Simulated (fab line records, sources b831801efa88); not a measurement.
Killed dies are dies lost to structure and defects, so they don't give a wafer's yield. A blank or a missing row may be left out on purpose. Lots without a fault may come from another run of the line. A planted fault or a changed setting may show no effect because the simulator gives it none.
fab line records | flow gf180mcu
record lots=5 wafers=23
route steps=602 shown M5@531 TOP_METAL@569
start_h: hours from the record's first day to the start of the lot's first wafer shown | wait_h: hours since the lot's step before | " the same as in the row above | L1.1+2: a row that stands for several wafers | - no value, or no start given | * or withheld: withheld | < > ~ a bound
route shown NAME@n: a module of which the file shows steps, and the number in the route of the first | usual: mean/standard deviation of fault-free wafers | same: alike in all rows | chamber/n: place in a boat | sites: the reading at each site | _std_site: their standard deviation | _edge_site: outer sites' mean less inner sites' | radius_mm: how far each site lies from the wafer's centre | mask NAME#n: copy n | behind: the tool/chamber that last shaped the wafer | hold: why the lot was held/for how many hours/how that ended | device: the transistor (n, p or np) that didn't switch | end of line: the same wafers' tests at the end of the route | a step without rows: its recipe alone | killed: dies lost to structure and defects at the first sort, not the wafer's yield | map: a wafer's dies, x killed, . not, _ none there
set.NAME: the setting as run; set.NAME@STEP: as run at that earlier step | model.NAME: the simulator's own value behind a step, which no gauge read
lots whose settings were changed on purpose; a table a step, a row a wafer
## steps
# step GF_M5_PEB_05
# recipe peb_temp_c=135 peb_time_s=90 resist=KrF
# columns lot.wafer tool chamber start_h wait_h set.peb_temp_c
L074.1+2+4 litho_track-02 0 - - 138.5
L074.3+6 " 0 " " 135
L077.1+2+4+5+6 litho_track-02 0 - - 135
L081.2+4+6 litho_track-04 0 - - 135
L082.1+3 litho_track-01 0 - - 135
L082.4+5+6 " 0 " " 133
L085.1+2+3 litho_track-04 0 - - 135
L085.4+6 " 0 " " 138.5
# step GF_M5_DEVELOP_06
# recipe develop_time_s=60 dev_temp_c=21
# step GF_M5_CD_MEAS_07
# recipe target_cd_nm=280
# usual cd_nm=280.2/0.91
# columns lot.wafer tool chamber start_h wait_h set.peb_temp_c@M5_PEB_05 cd_nm
L074.1 cd_sem-01 - 584.64 0.1 138.5 272.7
L074.2 " - " " 138.5 272.5
L074.3 " - " " 135 279.4
L074.4 " - " " 138.5 272.3
L074.6 " - " " 135 280.5
L077.1 cd_sem-02 - 647.09 0.1 135 282.0
L077.2 " - " " 135 281.1
L077.4 " - " " 135 281.9
L077.5 " - " " 135 282.1
L077.6 " - " " 135 281.9
L081.2 cd_sem-02 - 658.43 0.1 135 280.6
L081.4 " - " " 135 280.8
L081.6 " - " " 135 281.1
L082.1 cd_sem-01 - 680.82 0.1 135 280.6
L082.3 " - " " 135 279.7
L082.4 " - " " 133 286.4
L082.5 " - " " 133 285.3
L082.6 " - " " 133 285.5
L085.1 cd_sem-02 - 692.31 0.1 135 280.3
L085.2 " - " " 135 279.4
L085.3 " - " " 135 279.5
L085.4 " - " " 138.5 270.1
L085.6 " - " " 138.5 271.9
# step GF_M5_ETCH_09
# recipe chemistry=CF4/O2 target=Si3N4 target_depth_nm=52 source_w=800 bias_w=150 pressure_mtorr=150 cf4_flow_sccm=80 O2_flow_sccm=10 time_s=11.6
# columns lot.wafer tool chamber start_h wait_h set.peb_temp_c@M5_PEB_05 model.M5.cd_nm
L074.1 rie_diel-01 1 584.79 0.0 138.5 272
L074.2 " 2 " " 138.5 272.5
L074.3 " 0 " " 135 279.3
L074.4 " 3 " " 138.5 272.6
L074.6 " 1 " " 135 280.2
L077.1 rie_diel-01 3 647.24 0.0 135 281.8
L077.2 " 1 " " 135 280.8
L077.4+6 " 1,2 " " 135 281.4
L077.5 " 3 " " 135 281.5
L081.2 rie_diel-03 0 658.57 0.0 135 280.2
L081.4 " 2 " " 135 280.3
L081.6 " 0 " " 135 280.6
L082.1 rie_diel-02 2 680.97 0.0 135 281.1
L082.3 " 3 " " 135 279.7
L082.4 " 1 " " 133 285.8
L082.5 " 2 " " 133 285.7
L082.6 " 3 " " 133 285.4
L085.1 rie_diel-02 2 692.47 0.0 135 280.2
L085.2 " 1 " " 135 279.4
L085.3 " 3 " " 135 279.6
L085.4 " 0 " " 138.5 270.7
L085.6 " 1 " " 138.5 271.9
# step GF_M5_METAL_ETCH_10
# recipe chemistry=Cl2/BCl3 mask_material=KrF target_depth_nm=627.5 stop_on=SiO2 pressure_mtorr=8 icp_w=800 bias_w=140 Cl2_flow_sccm=80 bcl3_flow_sccm=40 time_s=104.6
# columns lot.wafer tool chamber start_h wait_h set.peb_temp_c@M5_PEB_05 model.M5.cd_nm
L074.1 rie_metal-04 1 584.82 0.0 138.5 276.9
L074.2 " 0 " " 138.5 271.9
L074.3 " 0 " " 135 278.7
L074.4 " 1 " " 138.5 277
L074.6 " 1 " " 135 284.3
L077.1 rie_metal-04 1 647.26 0.0 135 286.4
L077.2 " 1 " " 135 284.5
L077.4 " 1 " " 135 284.4
L077.5 " 1 " " 135 284.7
L077.6 " 1 " " 135 283.5
L081.2 rie_metal-03 0 658.63 0.0 135 282.4
L081.4 " 0 " " 135 285.2
L081.6 " 0 " " 135 284
L082.1 rie_metal-03 1 681.00 0.0 135 280.7
L082.3 " 0 " " 135 281.5
L082.4 " 1 " " 133 285.3
L082.5 " 0 " " 133 287
L082.6 " 1 " " 133 285.9
L085.1 rie_metal-04 0 692.49 0.0 135 281.2
L085.2 " 1 " " 135 284.3
L085.3 " 0 " " 135 280.4
L085.4 " 1 " " 138.5 274
L085.6 " 0 " " 138.5 271.6
# step GF_TOP_METAL_SPUTTER_02
# recipe material=AlCu target_thk_nm=900 power_w=10600 chamber_pressure_pa=0.3 substrate_temp_c=250 gas=Ar time_s=47.82
# columns lot.wafer tool chamber start_h wait_h set.time_s model.AlCu_of_TOP_METAL_SPUTTER_02.thk_nm
L074.1 pvd_sputter-01 - 609.33 0.0 45.27 853
L074.2 " - " " 45.27 853.5
L074.3 " - " " 47.82 888.8
L074.4 " - " " 47.82 893.4
L074.6 " - " " 45.27 847.3
L077.1 pvd_sputter-04 - 670.14 0.0 47.82 906.4
L077.2 " - " " 47.82 900.5
L077.4 " - " " 43.71 812.7
L077.5 " - " " 43.71 832.2
L077.6 " - " " 43.71 825.3
L081.2 pvd_sputter-04 - 680.70 0.0 47.82 923.9
L081.4 " - " " 47.82 924.1
L081.6 " - " " 47.82 922.6
L082.1 pvd_sputter-03 - 702.18 0.0 47.82 909.3
L082.3 " - " " 47.82 903.5
L082.4 " - " " 47.82 921.1
L082.5 " - " " 47.82 918.5
L082.6 " - " " 47.82 911.6
L085.1 pvd_sputter-03 - 714.08 0.0 43.97 810.2
L085.2 " - " " 47.82 882.5
L085.3 " - " " 43.97 820.6
L085.4 " - " " 47.82 881.4
L085.6 " - " " 43.97 812.5
# step GF_TOP_METAL_SPUTTER_03
# recipe material=Ti target_thk_nm=5 substrate_temp_c=300 chamber_pressure_pa=0.3 power_w=3000 time_s=3.3
# step GF_TOP_METAL_SPUTTER_04
# recipe material=TiN target_thk_nm=25 power_w=6500 time_s=20.8 chamber_pressure_pa=0.4
# step GF_TOP_METAL_RS_MEAS_05
# recipe thk_meas_gauge=four-point-probe reads=TiN_of_TOP_METAL_SPUTTER_04+Ti_of_TOP_METAL_SPUTTER_03+AlCu_of_TOP_METAL_SPUTTER_02+TiN_of_TOP_METAL_SPUTTER_01+Ti_of_TOP_METAL_SPUTTER_00
# usual TOP_METAL_ALCU_RS=0.0325/0.00042
# columns lot.wafer tool chamber start_h wait_h set.time_s@TOP_METAL_SPUTTER_02 TOP_METAL_ALCU_RS[ohm/sq]
L074.1 film_metro-03 - 609.42 0.0 45.27 0.0346
L074.2 " - " " 45.27 0.0346
L074.3 " - " " 47.82 0.0331
L074.4 " - " " 47.82 0.0330
L074.6 " - " " 45.27 0.0347
L077.1 film_metro-02 - 670.23 0.0 47.82 0.0325
L077.2 " - " " 47.82 0.0327
L077.4 " - " " 43.71 0.0363
L077.5 " - " " 43.71 0.0354
L077.6 " - " " 43.71 0.0357
L081.2 film_metro-04 - 680.81 0.0 47.82 0.0319
L081.4 " - " " 47.82 0.0319
L081.6 " - " " 47.82 0.0318
L082.1 film_metro-04 - 702.27 0.0 47.82 0.0324
L082.3 " - " " 47.82 0.0326
L082.4 " - " " 47.82 0.0319
L082.5 " - " " 47.82 0.0320
L082.6 " - " " 47.82 0.0323
L085.1 film_metro-03 - 714.17 0.0 43.97 0.0365
L085.2 " - " " 47.82 0.0334
L085.3 " - " " 43.97 0.0359
L085.4 " - " " 47.82 0.0334
L085.6 " - " " 43.97 0.0362
# step GF_TOP_METAL_THK_MEAS_06
# recipe thk_meas_gauge=xrf reads=AlCu_of_TOP_METAL_SPUTTER_02
# usual TOP_METAL_ALCU_THK=909/11
# columns lot.wafer tool chamber start_h wait_h set.time_s@TOP_METAL_SPUTTER_02 TOP_METAL_ALCU_THK[nm]
L074.1 film_metro-03 - 609.54 0.1 45.27 859
L074.2 " - " " 45.27 864
L074.3 " - " " 47.82 897
L074.4 " - " " 47.82 903
L074.6 " - " " 45.27 854
L077.1 film_metro-02 - 670.35 0.1 47.82 912
L077.2 " - " " 47.82 904
L077.4 " - " " 43.71 820
L077.5 " - " " 43.71 839
L077.6 " - " " 43.71 829
L081.2 film_metro-04 - 680.92 0.1 47.82 924
L081.4 " - " " 47.82 920
L081.6 " - " " 47.82 925
L082.1 film_metro-04 - 702.39 0.1 47.82 909
L082.3 " - " " 47.82 902
L082.4 " - " " 47.82 916
L082.5 " - " " 47.82 913
L082.6 " - " " 47.82 906
L085.1 film_metro-03 - 714.29 0.1 43.97 814
L085.2 " - " " 47.82 889
L085.3 " - " " 43.97 831
L085.4 " - " " 47.82 889
L085.6 " - " " 43.97 817
# step GF_TOP_METAL_EXPOSE_11
# recipe mask_id=MetalTop target_cd_nm=440 na=0.6 source_shape=conventional sigma_outer=0.6 dose_mj=170
# columns lot.wafer tool chamber start_h wait_h mask set.dose_mj
L074.1+6 iline_stepper-02 0 - - MetalTop#0 178.5
L074.2+3+4 " 0 " " MetalTop#0 170
L077.1+2+6 iline_stepper-02 0 - - MetalTop#0 165.5
L077.4+5 " 0 " " MetalTop#0 170
L081.2+4+6 iline_stepper-02 0 - - MetalTop#0 170
L082.1+4 iline_stepper-01 0 - - MetalTop#0 163.7
L082.3+5+6 " 0 " " MetalTop#0 170
L085.1+4 iline_stepper-02 0 - - MetalTop#0 177.1
L085.2+3+6 " 0 " " MetalTop#0 170
# step GF_TOP_METAL_PEB_12
# recipe temp_c=withheld time_s=* resist=NOVOLAK
# step GF_TOP_METAL_DEVELOP_13
# recipe develop_time_s=60 dev_temp_c=23
# step GF_TOP_METAL_CD_MEAS_14
# recipe target_cd_nm=440
# usual cd_nm=440.2/2.2
# columns lot.wafer tool chamber start_h wait_h set.dose_mj@TOP_METAL_EXPOSE_11 cd_nm
L074.1 cd_sem-01 - 628.37 0.1 178.5 427.5
L074.2 " - " " 170 442.0
L074.3 " - " " 170 441.0
L074.4 " - " " 170 440.8
L074.6 " - " " 178.5 427.7
L077.1 cd_sem-02 - 688.82 0.1 165.5 447.4
L077.2 " - " " 165.5 447.3
L077.4 " - " " 170 439.2
L077.5 " - " " 170 441.8
L077.6 " - " " 165.5 446.1
L081.2 cd_sem-02 - 699.86 0.1 170 441.5
L081.4 " - " " 170 440.2
L081.6 " - " " 170 440.0
L082.1 cd_sem-01 - 720.40 0.1 163.7 452.1
L082.3 " - " " 170 441.5
L082.4 " - " " 163.7 451.8
L082.5 " - " " 170 440.8
L082.6 " - " " 170 443.3
L085.1 cd_sem-01 - 731.72 0.1 177.1 428.6
L085.2 " - " " 170 440.7
L085.3 " - " " 170 440.7
L085.4 " - " " 177.1 428.4
L085.6 " - " " 170 440.4
# step GF_TOP_METAL_METAL_ETCH_16
# recipe chemistry=Cl2/BCl3 mask_material=NOVOLAK target_depth_nm=1077.5 stop_on=SiO2 pressure_mtorr=8 icp_w=800 bias_w=140 Cl2_flow_sccm=80 bcl3_flow_sccm=40 time_s=179.6
# usual oes_product_au=0.968/0.0082
# columns lot.wafer tool chamber start_h wait_h set.time_s@TOP_METAL_SPUTTER_02 set.dose_mj@TOP_METAL_EXPOSE_11 oes_product_au model.TOP_METAL.cd_nm
L074.1 rie_metal-02 1 628.52 0.0 45.27 178.5 0.938 419.1
L074.2 " 0 " " 45.27 170 0.943 447.6
L074.3 " 1 " " 47.82 170 0.964 437.9
L074.4 " 0 " " 47.82 170 0.971 443.4
L074.6 " 1 " " 45.27 178.5 0.944 419.7
L077.1 rie_metal-01 0 688.97 0.0 47.82 165.5 0.964 453.5
L077.2 " 1 " " 47.82 165.5 0.971 454.1
L077.4 " 0 " " 43.71 170 0.915 444.8
L077.5 " 1 " " 43.71 170 0.920 446.5
L077.6 " 0 " " 43.71 165.5 0.923 450.4
L081.2 rie_metal-02 1 699.99 0.0 47.82 170 0.987 429.2
L081.4 " 0 " " 47.82 170 0.981 436.3
L081.6 " 0 " " 47.82 170 0.978 442.1
L082.1 rie_metal-01 0 720.55 0.0 47.82 163.7 0.966 455.2
L082.3 " 1 " " 47.82 170 0.963 446
L082.4 " 0 " " 47.82 163.7 0.969 457.7
L082.5 " 0 " " 47.82 170 0.972 446.4
L082.6 " 1 " " 47.82 170 0.975 444.9
L085.1 rie_metal-03 0 731.87 0.0 43.97 177.1 0.912 441.8
L085.2 " 1 " " 47.82 170 0.958 449.5
L085.3 " 1 " " 43.97 170 0.921 450.2
L085.4 " 0 " " 47.82 177.1 0.961 442.4
L085.6 " 0 " " 43.97 170 0.920 448.6
## key
split step=GF_M5_PEB_05 setting=peb_temp_c stated=135 by=wafer
response step=GF_M5_CD_MEAS_07 reading=cd_nm change=-3.21 per=1% r=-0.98
response step=GF_M5_ETCH_09 reading=model.M5.cd_nm change=-3.12 per=1% r=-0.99
response step=GF_M5_METAL_ETCH_10 reading=model.M5.cd_nm change=-3.02 per=1% r=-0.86
split step=GF_TOP_METAL_SPUTTER_02 setting=time_s stated=47.82 by=wafer
response step=GF_TOP_METAL_SPUTTER_02 reading=model.AlCu_of_TOP_METAL_SPUTTER_02.thk_nm change=+8.64 per=1% r=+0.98
response step=GF_TOP_METAL_RS_MEAS_05 reading=TOP_METAL_ALCU_RS change=-0.000345 per=1% r=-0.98
response step=GF_TOP_METAL_THK_MEAS_06 reading=TOP_METAL_ALCU_THK change=+8.67 per=1% r=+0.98
response step=GF_TOP_METAL_METAL_ETCH_16 reading=oes_product_au change=+0.00531 per=1% r=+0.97
split step=GF_TOP_METAL_EXPOSE_11 setting=dose_mj stated=170 by=wafer
response step=GF_TOP_METAL_CD_MEAS_14 reading=cd_nm change=-2.75 per=1% r=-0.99
response step=GF_TOP_METAL_METAL_ETCH_16 reading=model.TOP_METAL.cd_nm change=-3.27 per=1% r=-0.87
